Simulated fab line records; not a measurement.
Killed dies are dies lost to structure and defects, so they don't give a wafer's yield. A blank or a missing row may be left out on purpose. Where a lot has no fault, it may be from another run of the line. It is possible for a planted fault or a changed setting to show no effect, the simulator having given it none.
fab line records ; flow gf180mcu
record lots=13; wafers=39; last-day=34
route steps=602 shown DUAL_GATE@144 HV_LDD@185 CONTACT@310
lots with no fault: from the same line, run without faults
start-h: start of the lot's first displayed wafer, in hours after the record's first day ; wait-h: hours from the lot's prior step to this one ; " the same as in the row above ; L1.1+2: a single row standing in for several wafers ; - no value present, or no start provided ; * or withheld: withheld ; < > ~ a bound
route shown NAME@n: a module of which the file shows steps, and the number in the route of the first ; usual: average and standard deviation across the fault-free wafers ; same: alike in all rows ; chamber/n: place in a boat ; sites: each site's reading ; _std_site: standard deviation of those values ; _edge_site: inner sites' mean taken away from outer sites' mean ; radius-mm: for every site, how far away it sits from the centre of the wafer ; mask NAME#n: copy n ; behind: tool/chamber where the wafer was last shaped ; hold: why the lot went on hold/how many hours it stayed there/how the hold came to an end ; device: the n, p or np transistor that did not switch ; end of line: the tests these same wafers got at the end of their route ; where a step has no rows: the recipe by itself ; killed: dies that structure and defects cost at the first sort, which is not the same as the wafer's yield ; map: dies across one wafer; x = killed, . = not, _ = none there
set.NAME: setting as actually run; set.NAME@STEP: the setting as run at that earlier step ; model.NAME: the simulator's own value behind a step, which no gauge read
the route's steps for a sample of lots (tables are steps, rows are wafers)
services: a tool's chamber out of use, with start hour (start-h, from the record's first day; less than 0 if before it), hours out, and reason
## steps
# step GF_DUAL_GATE_THK_MEAS_03
# recipe reads=SiO2_of_DUAL_GATE_OXIDATION_02
# usual DUAL_GATE_OXIDATION_00_THK=10.80/0.23
lot.wafer;tool;chamber;start-h;wait-h;DUAL_GATE_OXIDATION_00_THK[nm]
L703.2;film-metro-01;-;173.82;0.0;10.84
L703.4;film-metro-01;-;173.82;0.0;10.91
L703.6;film-metro-01;-;173.82;0.0;10.75
L704.2;film-metro-04;-;179.43;0.0;10.54
L704.3;film-metro-04;-;179.43;0.0;10.80
L704.6;film-metro-04;-;179.43;0.0;10.68
L707.1;film-metro-03;-;195.16;0.0;10.57
L707.2;film-metro-03;-;195.16;0.0;10.51
L707.5;film-metro-03;-;195.16;0.0;10.26
L711.2;film-metro-01;-;222.80;0.0;10.57
L711.3;film-metro-01;-;222.80;0.0;10.50
L711.6;film-metro-01;-;222.80;0.0;10.63
L714.1;film-metro-01;-;240.39;0.0;10.99
L714.3;film-metro-01;-;240.39;0.0;10.97
L714.6;film-metro-01;-;240.39;0.0;10.95
L715.1;film-metro-03;-;247.73;0.0;10.92
L715.5;film-metro-03;-;247.73;0.0;10.82
L715.6;film-metro-03;-;247.73;0.0;10.88
L716.2;film-metro-04;-;250.94;0.0;10.63
L716.5;film-metro-04;-;250.94;0.0;10.55
L716.6;film-metro-04;-;250.94;0.0;10.65
L719.4;film-metro-01;-;276.65;0.0;10.89
L719.5;film-metro-01;-;276.65;0.0;11.20
L719.6;film-metro-01;-;276.65;0.0;11.04
L721.1;film-metro-03;-;289.94;0.0;10.94
L721.3;film-metro-03;-;289.94;0.0;10.70
L721.5;film-metro-03;-;289.94;0.0;10.65
L722.3;film-metro-01;-;297.32;0.0;11.01
L722.5;film-metro-01;-;297.32;0.0;10.99
L722.6;film-metro-01;-;297.32;0.0;11.16
L723.1;film-metro-04;-;300.69;0.0;11.32
L723.2;film-metro-04;-;300.69;0.0;11.05
L723.3;film-metro-04;-;300.69;0.0;10.98
L724.1;film-metro-04;-;306.14;0.0;10.75
L724.2;film-metro-04;-;306.14;0.0;10.82
L724.5;film-metro-04;-;306.14;0.0;10.97
L725.2;film-metro-03;-;315.49;0.0;10.84
L725.3;film-metro-03;-;315.49;0.0;10.95
L725.5;film-metro-03;-;315.49;0.0;11.02
# step GF_DUAL_GATE_OVL_MEAS_11
# usual DUAL_GATE_OVL=0.1/1.3
lot.wafer;tool;chamber;start-h;wait-h;DUAL_GATE_OVL[nm]
L703.2;overlay-02;-;190.38;0.1;-1.0
L703.4;overlay-02;-;190.38;0.1;-0.5
L703.6;overlay-02;-;190.38;0.1;-1.4
L704.2;overlay-02;-;195.99;0.1;1.4
L704.3;overlay-02;-;195.99;0.1;-2.5
L704.6;overlay-02;-;195.99;0.1;-0.3
L707.1;overlay-01;-;211.58;0.1;-2.4
L707.2;overlay-01;-;211.58;0.1;-2.1
L707.5;overlay-01;-;211.58;0.1;0.4
L711.2;overlay-01;-;240.63;0.1;-0.2
L711.3;overlay-01;-;240.63;0.1;-0.4
L711.6;overlay-01;-;240.63;0.1;1.4
L714.1;overlay-02;-;258.93;0.1;-1.7
L714.3;overlay-02;-;258.93;0.1;-0.2
L714.6;overlay-02;-;258.93;0.1;0.0
L715.1;overlay-02;-;266.13;0.1;-2.7
L715.5;overlay-02;-;266.13;0.1;-1.5
L715.6;overlay-02;-;266.13;0.1;-2.5
L716.2;overlay-01;-;269.22;0.1;1.7
L716.5;overlay-01;-;269.22;0.1;-1.1
L716.6;overlay-01;-;269.22;0.1;-0.9
L719.4;overlay-02;-;295.49;0.1;0.6
L719.5;overlay-02;-;295.49;0.1;1.2
L719.6;overlay-02;-;295.49;0.1;2.7
L721.1;overlay-01;-;308.93;0.1;0.9
L721.3;overlay-01;-;308.93;0.1;-1.2
L721.5;overlay-01;-;308.93;0.1;1.8
L722.3;overlay-01;-;317.48;0.1;0.0
L722.5;overlay-01;-;317.48;0.1;0.4
L722.6;overlay-01;-;317.48;0.1;1.6
L723.1;overlay-01;-;319.77;0.1;0.6
L723.2;overlay-01;-;319.77;0.1;-1.1
L723.3;overlay-01;-;319.77;0.1;-1.9
L724.1;overlay-02;-;325.88;0.1;1.9
L724.2;overlay-02;-;325.88;0.1;1.1
L724.5;overlay-02;-;325.88;0.1;1.4
L725.2;overlay-02;-;335.47;0.1;1.2
L725.3;overlay-02;-;335.47;0.1;0.3
L725.5;overlay-02;-;335.47;0.1;0.4
# step GF_HV_LDD_IMPLANT_09
# recipe species=As; energy-kev=40; dose-cm2=1e+14; tilt-deg=7
lot.wafer;tool;chamber;start-h;wait-h
L703.2+4+6;implanter-03;0;230.00;0.0
L704.2+3+6;implanter-03;0;241.09;0.0
L704.2+3+6;implanter-03;0;241.40;0.3
L707.1+2+5;implanter-04;0;253.52;0.0
L707.1+2+5;implanter-04;0;253.84;0.3
L711.2+3+6;implanter-04;0;286.29;0.0
L711.2+3+6;implanter-04;0;286.60;0.3
L714.1+3+6;implanter-02;0;310.69;0.0
L716.2+5+6;implanter-02;0;317.46;0.6
L715.1+5+6;implanter-02;0;317.59;0.4
L719.4+5+6;implanter-03;0;344.01;0.1
L721.1+3+5;implanter-03;0;362.94;0.0
L722.3+5+6;implanter-02;0;368.43;0.1
L723.1+2+3;implanter-03;0;368.68;0.0
L724.1+2+5;implanter-02;0;375.83;0.0
L725.2+3+5;implanter-03;0;386.19;0.0
# step GF_HV_LDD_TW_MEAS_11
# usual HV_LDD_TW=2389/14
lot.wafer;tool;chamber;start-h;wait-h;HV_LDD_TW
L703.2;film-metro-01;-;230.23;0.1;2384
L703.4;film-metro-01;-;230.23;0.1;2387
L703.6;film-metro-01;-;230.23;0.1;2385
L704.2;film-metro-01;-;241.64;0.1;2817
L704.3;film-metro-01;-;241.64;0.1;2824
L704.6;film-metro-01;-;241.64;0.1;2833
L707.1;film-metro-01;-;254.09;0.1;2816
L707.2;film-metro-01;-;254.09;0.1;2817
L707.5;film-metro-01;-;254.09;0.1;2836
L711.2;film-metro-03;-;286.84;0.1;2812
L711.3;film-metro-03;-;286.84;0.1;2817
L711.6;film-metro-03;-;286.84;0.1;2837
L714.1;film-metro-01;-;310.94;0.1;2377
L714.3;film-metro-01;-;310.94;0.1;2379
L714.6;film-metro-01;-;310.94;0.1;2377
L716.2;film-metro-03;-;317.72;0.1;2391
L716.5;film-metro-03;-;317.72;0.1;2382
L716.6;film-metro-03;-;317.72;0.1;2392
L715.1;film-metro-03;-;317.84;0.1;2398
L715.5;film-metro-03;-;317.84;0.1;2386
L715.6;film-metro-03;-;317.84;0.1;2406
L719.4;film-metro-03;-;344.22;0.1;2403
L719.5;film-metro-03;-;344.22;0.1;2412
L719.6;film-metro-03;-;344.22;0.1;2405
L721.1;film-metro-03;-;363.19;0.1;2387
L721.3;film-metro-03;-;363.19;0.1;2389
L721.5;film-metro-03;-;363.19;0.1;2384
L722.3;film-metro-02;-;368.65;0.1;2422
L722.5;film-metro-02;-;368.65;0.1;2429
L722.6;film-metro-02;-;368.65;0.1;2427
L723.1;film-metro-01;-;368.93;0.1;2377
L723.2;film-metro-01;-;368.93;0.1;2382
L723.3;film-metro-01;-;368.93;0.1;2368
L724.1;film-metro-01;-;376.08;0.1;2377
L724.2;film-metro-01;-;376.08;0.1;2371
L724.5;film-metro-01;-;376.08;0.1;2376
L725.2;film-metro-03;-;386.42;0.1;2398
L725.3;film-metro-03;-;386.42;0.1;2402
L725.5;film-metro-03;-;386.42;0.1;2383
# step GF_HV_LDD_RS_MEAS_53
# recipe thk-meas-gauge=four-point-probe
# usual HV_LDD_RS=418.7/0.83
lot.wafer;tool;chamber;start-h;wait-h;HV_LDD_RS[ohm/sq]
L703.2;film-metro-03;-;289.02;0.1;418.6
L703.4;film-metro-03;-;289.02;0.1;419.6
L703.6;film-metro-03;-;289.02;0.1;420.4
L704.2;film-metro-03;-;299.33;0.1;312.5
L704.3;film-metro-03;-;299.33;0.1;313.2
L704.6;film-metro-03;-;299.33;0.1;313.8
L707.1;film-metro-01;-;312.96;0.1;313.6
L707.2;film-metro-01;-;312.96;0.1;312.8
L707.5;film-metro-01;-;312.96;0.1;312.8
L711.2;film-metro-03;-;347.71;0.1;313.6
L711.3;film-metro-03;-;347.71;0.1;312.2
L711.6;film-metro-03;-;347.71;0.1;312.7
L714.1;film-metro-03;-;373.78;0.1;418.0
L714.3;film-metro-03;-;373.78;0.1;418.3
L714.6;film-metro-03;-;373.78;0.1;418.0
L716.2;film-metro-03;-;381.23;0.1;419.6
L716.5;film-metro-03;-;381.23;0.1;418.5
L716.6;film-metro-03;-;381.23;0.1;419.5
L715.1;film-metro-01;-;381.70;0.1;419.0
L715.5;film-metro-01;-;381.70;0.1;419.2
L715.6;film-metro-01;-;381.70;0.1;418.9
L719.4;film-metro-03;-;411.01;0.1;417.9
L719.5;film-metro-03;-;411.01;0.1;418.1
L719.6;film-metro-03;-;411.01;0.1;417.6
L721.1;film-metro-03;-;433.31;0.1;419.9
L721.3;film-metro-03;-;433.31;0.1;420.5
L721.5;film-metro-03;-;433.31;0.1;419.9
L722.3;film-metro-03;-;440.10;0.1;418.5
L722.5;film-metro-03;-;440.10;0.1;418.6
L722.6;film-metro-03;-;440.10;0.1;419.2
L723.1;film-metro-01;-;440.84;0.1;418.9
L723.2;film-metro-01;-;440.84;0.1;416.8
L723.3;film-metro-01;-;440.84;0.1;418.4
L724.1;film-metro-01;-;447.56;0.1;418.8
L724.2;film-metro-01;-;447.56;0.1;417.8
L724.5;film-metro-01;-;447.56;0.1;417.9
L725.2;film-metro-03;-;458.66;0.1;419.1
L725.3;film-metro-03;-;458.66;0.1;418.2
L725.5;film-metro-03;-;458.66;0.1;417.8
# step GF_CONTACT_SPUTTER_23
# recipe material=TiN; target-thk-nm=10; chamber-pressure-pa=5; power-w=4000; time-s=40
# usual throttle-valve-pct=30.3/0.85
lot.wafer;tool;chamber;start-h;wait-h;throttle-valve-pct
L703.2;pvd-sputter-02;-;378.23;0.0;30.6
L703.4;pvd-sputter-02;-;378.23;0.0;31.3
L703.6;pvd-sputter-02;-;378.23;0.0;29.6
L704.2;pvd-sputter-04;-;389.01;0.0;27.9
L704.3;pvd-sputter-04;-;389.01;0.0;28.9
L704.6;pvd-sputter-04;-;389.01;0.0;28.9
L707.1;pvd-sputter-01;-;407.07;0.0;31.0
L707.2;pvd-sputter-01;-;407.07;0.0;30.2
L707.5;pvd-sputter-01;-;407.07;0.0;30.3
L711.2;pvd-sputter-02;-;445.64;0.0;31.2
L711.3;pvd-sputter-02;-;445.64;0.0;31.3
L711.6;pvd-sputter-02;-;445.64;0.0;31.4
L714.1;pvd-sputter-02;-;473.46;0.0;30.7
L714.3;pvd-sputter-02;-;473.46;0.0;29.3
L714.6;pvd-sputter-02;-;473.46;0.0;29.6
L716.2;pvd-sputter-01;-;483.60;0.0;29.8
L716.5;pvd-sputter-01;-;483.60;0.0;30.4
L716.6;pvd-sputter-01;-;483.60;0.0;30.6
L715.1;pvd-sputter-02;-;484.15;0.1;30.6
L715.5;pvd-sputter-02;-;484.15;0.1;30.6
L715.6;pvd-sputter-02;-;484.15;0.1;29.6
L719.4;pvd-sputter-04;-;515.49;0.0;30.3
L719.5;pvd-sputter-04;-;515.49;0.0;27.9
L719.6;pvd-sputter-04;-;515.49;0.0;30.9
L721.1;pvd-sputter-04;-;532.44;0.0;30.1
L721.3;pvd-sputter-04;-;532.44;0.0;30.8
L721.5;pvd-sputter-04;-;532.44;0.0;27.8
L722.3;pvd-sputter-04;-;540.44;0.0;30.7
L722.5;pvd-sputter-04;-;540.44;0.0;27.8
L722.6;pvd-sputter-04;-;540.44;0.0;28.8
L723.1;pvd-sputter-02;-;540.79;0.0;30.5
L723.2;pvd-sputter-02;-;540.79;0.0;30.9
L723.3;pvd-sputter-02;-;540.79;0.0;31.4
L724.1;pvd-sputter-01;-;547.71;0.0;30.4
L724.2;pvd-sputter-01;-;547.71;0.0;29.8
L724.5;pvd-sputter-01;-;547.71;0.0;30.9
L725.2;pvd-sputter-01;-;557.34;0.0;30.2
L725.3;pvd-sputter-01;-;557.34;0.0;30.6
L725.5;pvd-sputter-01;-;557.34;0.0;30.2
## services
tool;chamber;start-h;hours;kind
implanter-03;-;251.35;0.7;repair
implanter-04;-;262.99;0.5;repair
implanter-04;-;266.42;3.2;pm
implanter-03;-;276.29;1.7;repair
implanter-03;-;302.84;3.1;repair
implanter-04;-;307.95;91.4;repair
pvd-sputter-02;-;310.81;4.4;repair
implanter-03;-;315.61;2.8;repair
pvd-sputter-02;-;336.46;9.2;repair
implanter-04;-;340.88;2.8;repair
pvd-sputter-04;-;341.34;2.0;repair
pvd-sputter-01;-;344.47;2.7;repair
pvd-sputter-01;-;384.64;1.2;repair
implanter-02;-;393.68;2.1;repair
implanter-02;-;396.69;3.0;pm
implanter-04;-;397.08;0.9;repair
implanter-04;-;399.54;6.1;pm
pvd-sputter-02;-;418.66;2.2;repair
pvd-sputter-04;-;421.80;11.6;repair
implanter-03;-;431.57;1.9;repair
implanter-02;-;493.00;3.1;repair
pvd-sputter-02;-;525.27;2.6;repair
pvd-sputter-02;-;528.16;1.8;repair
implanter-02;-;552.05;4.5;pm
## key
first-sign step=GF_HV_LDD_IMPLANT_09; reading=visit; direction=added
effect step=GF_HV_LDD_TW_MEAS_11; reading=HV_LDD_TW; direction=up; sigmas=31; usual=2389; struck=2823
effect step=GF_HV_LDD_RS_MEAS_53; reading=HV_LDD_RS; direction=down; sigmas=99+; usual=418.7; struck=313.0
met-at GF_HV_LDD_IMPLANT_09
struck-lots L704,L707,L711
tester-left-out L704,L707,L711
not-acting-at GF_DUAL_GATE_THK_MEAS_03,GF_DUAL_GATE_OVL_MEAS_11,GF_CONTACT_SPUTTER_23
fault kind=repeated-step-whole; tool=implanter-02,implanter-03,implanter-04; chamber=-; onset-h=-; steps=GF_HV_LDD_IMPLANT_09; times=1; scope=struck-lots-only
# tester-left-out: of these lots the tester's yield and bins aren't shown, on N5 and GAA mostly nor the transistor test; their killed dies are dies lost to structure and defects alone, not to doping, threshold or leakage, so they don't give the yield
